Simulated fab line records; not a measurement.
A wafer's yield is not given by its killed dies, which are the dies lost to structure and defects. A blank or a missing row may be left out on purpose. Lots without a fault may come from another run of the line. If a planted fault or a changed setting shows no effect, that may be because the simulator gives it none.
Comparing a struck lot with a sound one / flow sky130 / 15 steps out of a route of 708
Sound: the wafers L839.1, L839.2, L839.5. Struck: wafers L826.2, L826.3, L826.5. At the end, the cause is stated.
Order at every step that has rows: each side's tool, ch and its chambers, its first start. Under that, the readings that differ: sound wafers / struck wafers / difference of the means / sigmas: that difference in standard deviations of wafers without a fault.
alike: same words and numbers on both sides, and readings whose means sit less than 2 such deviations apart. not compared: any withheld reading, any reading some wafer has no value for, any bound like >300 that may hide the same value, and any number with overlapping values for which the record gives no deviation.
The two part at a step that has a row with sigmas, a row that says differs or no value, or rows on one side only. When numbers do not overlap yet have no deviation, they are printed without sigmas and do not part them. A reading that every wafer of one side lacks parts them only if that side has two wafers or more.

first, 3 steps without rows for these wafers: SKY_SD_P_EXPOSE_04 (exposes mask PSDM, target cd 380 nm); SKY_SD_P_PEB_05; SKY_SD_P_DEVELOP_06 (develop time 60 s).
SKY_SD_P_CD_MEAS_07 targets a cd of 380 nm.
  struck on cdSem-01, day 27 04:24; sound on cdSem-02, day 31 11:29
  alike: cdNm
SKY_SD_P_OVL_MEAS_08:
  struck on overlay-02, day 27 04:31; sound on overlay-01, day 31 11:36
  alike: SD_P_OVL
following that, these wafers have no rows for 1 step: SKY_SD_P_IMPLANT_09.
SKY_SD_P_STRIP_10: strips in O2/N2.
  sound on plasmaAsher-04 ch 0,1, day 31 11:47; struck on plasmaAsher-01 ch 0,1, day 27 04:41
reading=stripTimeToEndpointS (s); sound=17.43 17.42 17.44; struck=17.56 17.52 17.52; difference=+0.10; sigmas=+2
  alike: chamberPressureMTorr, drypumpMotorCurrentA, oesProductAu
  not compared: rfHoursCounterH
SKY_SD_P_TW_MEAS_11:
  struck on filmMetro-04, day 27 04:48; sound on filmMetro-01, day 31 11:53
  alike: SD_P_TW
then, 4 steps without rows for these wafers: SKY_RES_XHIGH_DEHYDRATE_00 (time 60 s); SKY_RES_XHIGH_HMDS_01 (prime time 60 s); SKY_RES_XHIGH_COAT_02 (resist thk 1140 nm); SKY_RES_XHIGH_SOFTBAKE_03 (time 58.47 s).
SKY_RES_XHIGH_EXPOSE_04: exposes mask URPM, target cd 1270 nm.
  sound on ilineStepper-01 ch 0, day 32 01:41; struck on ilineStepper-01 ch 0, day 27 18:39
reading=mask; sound=URPM#0 URPM#0 URPM#0; struck=URPM_R1#0 URPM_R1#0 URPM_R1#0; difference=differs; sigmas=
  alike: stageVelMmS
following that, these wafers have no rows for 1 step: SKY_RES_XHIGH_PEB_05.
-- record jumps: 19 days separate the struck wafers' starts on either side; left off in module RES_XHIGH, taken up again in module PAD_OPEN, whose first shown step is the route's number 708 --
SKY_PAD_OPEN_PROBE_99:
  struck on prober-01, day 46 23:32; sound on prober-01, day 49 21:46
  alike: killed_at_M0_to_M3, killed_at_M4_up, killedAtContacts, killedAtFrontEnd, killedAtOther, killedDies, killedOpen, killedShort

## WHERE THEY PART
Last at SKY_RES_XHIGH_EXPOSE_04 as far as this record goes, first at SKY_SD_P_STRIP_10. Later steps at which nothing parts them and some readings are alike: SKY_PAD_OPEN_PROBE_99.

WHY: what had been put in by the simulator
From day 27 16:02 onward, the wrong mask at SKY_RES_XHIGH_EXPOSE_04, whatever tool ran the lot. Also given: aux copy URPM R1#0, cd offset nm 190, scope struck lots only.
